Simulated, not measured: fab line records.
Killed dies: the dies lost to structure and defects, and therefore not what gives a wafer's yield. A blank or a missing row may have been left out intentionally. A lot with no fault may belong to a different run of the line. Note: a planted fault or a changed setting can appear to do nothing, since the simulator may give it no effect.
Struck lot and sound lot, side by side -- flow sky130 -- 18 steps out of a route of 708
Sound: the wafers L868.1, L868.4, L868.6. The struck wafers were L881.3, L881.4, L881.5. Last of all comes the cause.
Each step with rows lists, per side, the tool, then ch with its chambers, then its first start. Under that, the readings that differ: sound wafers -- struck wafers -- difference of the means -- sigmas: that difference in standard deviations of wafers without a fault.
alike: readings whose means differ by less than 2 such deviations, and words and numbers that are the same on both sides. not compared: withheld readings, readings that some wafer has no value for, bounds like >300 that may hide the same value, and numbers for which the record gives no deviation and whose values overlap.
A row with sigmas, a row that says differs or no value, or rows on one side alone: a step with any of these is where the two part. Numbers that don't overlap but have no deviation are shown without sigmas and don't part them. A reading that every wafer of one side lacks parts them only if that side has two wafers or more.

first, 3 steps without rows for these wafers: SKY_VIA3_EXPOSE_09 (exposes mask VIM3, target cd 200 nm); SKY_VIA3_PEB_10; SKY_VIA3_DEVELOP_11 (develop time 60 s).
SKY_VIA3_CD_MEAS_12 targets a cd of 200 nm.
  sound on cd-sem-02, day 41 05:52; struck on cd-sem-01, day 44 00:49
  alike: cd-nm
SKY_VIA3_OVL_MEAS_13:
  sound on overlay-01, day 41 05:59; struck on overlay-01, day 44 00:55
  alike: VIA3_OVL
SKY_VIA3_ETCH_14: etches BARC in N2/H2, stops on SiO2, time 45.9 s, target depth 60 nm.
  sound on rie-diel-02 ch 0,1,2, day 41 06:01; struck on rie-diel-02 ch 0,2,3, day 44 00:56
  alike: drypump-motor-current-A, oes-product-au, throttle-valve-pct
  not compared: rf-hours-counter-h
SKY_VIA3_ETCH_15: etches SiO2 in C4F8/O2/Ar, stops on TiN, target depth 507 nm, time 78 s.
  sound on rie-diel-02 ch 0,1,2, day 41 06:03; struck on rie-diel-02 ch 0,2,3, day 44 00:59
  alike: oes-product-au
  not compared: rf-hours-counter-h
SKY_VIA3_STRIP_16: strips in O2/N2.
  sound on plasma-asher-02 ch 0,1, day 41 06:07; struck on plasma-asher-03 ch 0,1, day 44 01:05
  alike: drypump-motor-current-A, oes-product-au, strip-time-to-endpoint-s
  not compared: rf-hours-counter-h
then, 3 steps without rows for these wafers: SKY_VIA3_STRIP_17 (strips in post etch residue remover, time 1200 s); SKY_VIA3_CLEAN_18 (cleans in IPA, time 180 s); SKY_VIA3_CLEAN_19 (cleans in O3/DIW).
SKY_VIA3_SPUTTER_20: material TiN, target thk 20 nm, time 80 s.
  sound on pvd-sputter-01, day 41 06:45; struck on pvd-sputter-03, day 44 01:40
  alike: throttle-valve-pct
SKY_VIA3_CVD_21: deposits W, target thk 390 nm, time 117.31 s.
  sound on cvd-w-02 ch 0,1, day 41 06:49; struck on cvd-w-02 ch 0,1, day 44 01:46
reading,sound,struck,difference,sigmas
model.W_of_VIA3_CVD_21.thk-nm (nm),397.9 391.2 396.6,256.6 253.8 259.4,-138.6,
  alike: heater-power-w
SKY_VIA3_RS_MEAS_22: measurement is done with a four-point probe.
  sound on film-metro-03, day 41 06:56; struck on film-metro-04, day 44 01:53
reading,sound,struck,difference,sigmas
VIA3_W_RS (ohm/sq),0.2884 0.2932 0.2881,0.4491 0.4536 0.4448,+0.1593,+64
SKY_VIA3_THK_MEAS_23: measures by xrf.
  sound on film-metro-03, day 41 07:03; struck on film-metro-04, day 44 01:59
reading,sound,struck,difference,sigmas
VIA3_W_THK (nm),412 407 412,266 260 270,-145,-21
SKY_VIA3_CMP_24: polishes, stops on SiO2, t overpolish 20 s, target thk 0 nm.
  sound on cmp-01 ch 1,3, day 41 07:13; struck on cmp-02 ch 1,2,3, day 44 02:08
reading,sound,struck,difference,sigmas
time-to-endpoint-s (s),99 91 98,60 58 61,-36,-10
  alike: motor-current-A, retaining-ring-pressure-frac
SKY_METAL4_SPUTTER_00: material Ti, target thk 15 nm, time 10 s.
  sound on pvd-sputter-04, day 41 07:31; struck on pvd-sputter-02, day 44 02:20
  alike: throttle-valve-pct
-- the record jumps here: 5 days lie between the struck wafers' starts before and after (it left off in module METAL4 and takes up again in module PAD_OPEN, whose first step shown is number 708 of the route) --
SKY_PAD_OPEN_PROBE_99:
  the record has rows for the struck wafers here (prober-02, day 49 11:11) and none for the sound ones

== WHERE THEY PART ==
Last at SKY_PAD_OPEN_PROBE_99 as far as this record goes, first at SKY_VIA3_RS_MEAS_22.

WHY: whatever the simulator had introduced
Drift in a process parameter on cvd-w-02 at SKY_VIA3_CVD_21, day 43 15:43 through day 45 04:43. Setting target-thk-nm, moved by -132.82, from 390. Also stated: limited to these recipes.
